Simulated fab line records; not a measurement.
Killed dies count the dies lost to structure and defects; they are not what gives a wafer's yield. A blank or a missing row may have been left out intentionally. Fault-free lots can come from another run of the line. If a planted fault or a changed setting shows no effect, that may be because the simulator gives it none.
8D (eight disciplines) problem report, filled in by code || flow gf180mcu || the parts of the form that need people (team, actions taken, sign-off) are left out

== 1. WHAT WENT WRONG ==
Mean STI_CVD_23_THK at GF_STI_THK_MEAS_24: 912 nm over 3 wafers in 2 lots; fault-free wafers: 654 nm, standard deviation 6.1. That puts it +42 standard deviations away from the usual mean.
Earliest sighting: wafer L358.1 on filmMetro-01 at day 5 04:27. Wafers with a number at this step in the record: 34, from 12 lots. The rule behind "out" and "out of limits": a value lying over 4 standard deviations away from the usual mean. Any other wafer with a number is counted as sound.

== 2. WHAT THIS IS AND IS NOT ==
{"question": "which readings at this step", "is": "STI_CVD_23_THK", "is not": "-"}
{"question": "which lots", "is": "L358, L360", "is not": "L344, L345, L346, L347, L348, L349, L350, L352, L363, L367"}
{"question": "which wafers of those lots", "is": "L358.1, L358.5, L360.3", "is not": "L358.6"}
{"question": "read on which gauges", "is": "filmMetro-01, filmMetro-04", "is not": "filmMetro-03"}
{"question": "when", "is": "from day 5 04:27", "is not": "up to then (25 sound wafers); but 6 sound wafers of L363, L367 came after"}

== 3. SUSPECTS, AND WHAT RULES EACH OUT ==
Counting: a tool at a process step up to the reading stays a suspect if it ran every lot that is out. Sound lots after the first of them don't rule it out here, since some wafers of a struck lot are sound.
- the gauge at GF_STI_THK_MEAS_24 has been ruled out. Those wafers that are out were read across 2 gauges (filmMetro-01, filmMetro-04).
- hdpcvd-01 at GF_STI_CVD_23 (deposits SiO2, target thk 650 nm, time 108.3 s): kept. Ran every lot that is out, first one L358 (day 5 04:22); last sound lot up to then L347 (day 2 23:38).
- Within hdpcvd-01 at GF_STI_CVD_23, the wafers that are out were processed in chamber 0 and their sound lot-mates in chamber 2.
After counting, what remains is hdpcvd-01 at GF_STI_CVD_23.

== 4. THE CAUSE (what the simulator had put in) ==
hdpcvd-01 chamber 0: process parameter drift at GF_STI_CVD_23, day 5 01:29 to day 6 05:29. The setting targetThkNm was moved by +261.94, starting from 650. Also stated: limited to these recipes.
Only this tool survived the counting.

== 5. THE EFFECT CHAIN, in route order ==
One row per reading whose mean, taken over the struck wafers that have a number, lies over 3 standard deviations from the usual. Readings are gone through only where the record gives a usual standard deviation; hours: the median, over the lots, of the time from a lot's start at the first step in this table giving one to that lot's start at this step; sigmas: the change measured in usual standard deviations.
{"hours": 0, "step": "GF_STI_THK_MEAS_24", "reading": "STI_CVD_23_THK", "usual": "654 nm", "on struck wafers": 912, "change": "+258", "sigmas": "+42"}
{"hours": 3, "step": "GF_STI_CMP_25", "reading": "timeToEndpointS", "usual": "123 s", "on struck wafers": 167, "change": "+44", "sigmas": "+7.2"}
Its process steps:
- GF_STI_CMP_25: polishes, stops on Si3N4, t overpolish 33 s, target thk 524.6 nm.
Later steps that measure or inspect, where all struck wafers having a row at the step show a number for every such reading and not one has moved that far: GF_DUAL_GATE_THK_MEAS_03, GF_CONTACT_BOW_MEAS_05.

== 6. WHAT WOULD HAVE CAUGHT IT SOONER ==
In this record the first reading out of limits at a measuring or inspecting step was taken at day 5 04:27, 3 hours after the fault began at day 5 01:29.
No tool reading at GF_STI_CVD_23 that has a usual standard deviation in the record was out on any struck wafer, so an alarm limit of 4 standard deviations on those readings would not have fired.
Among the 2 lots that are out, L360 began GF_STI_CVD_23 on hdpcvd-01 after day 5 04:27. It would have been spared by a hold on the tool at that moment.
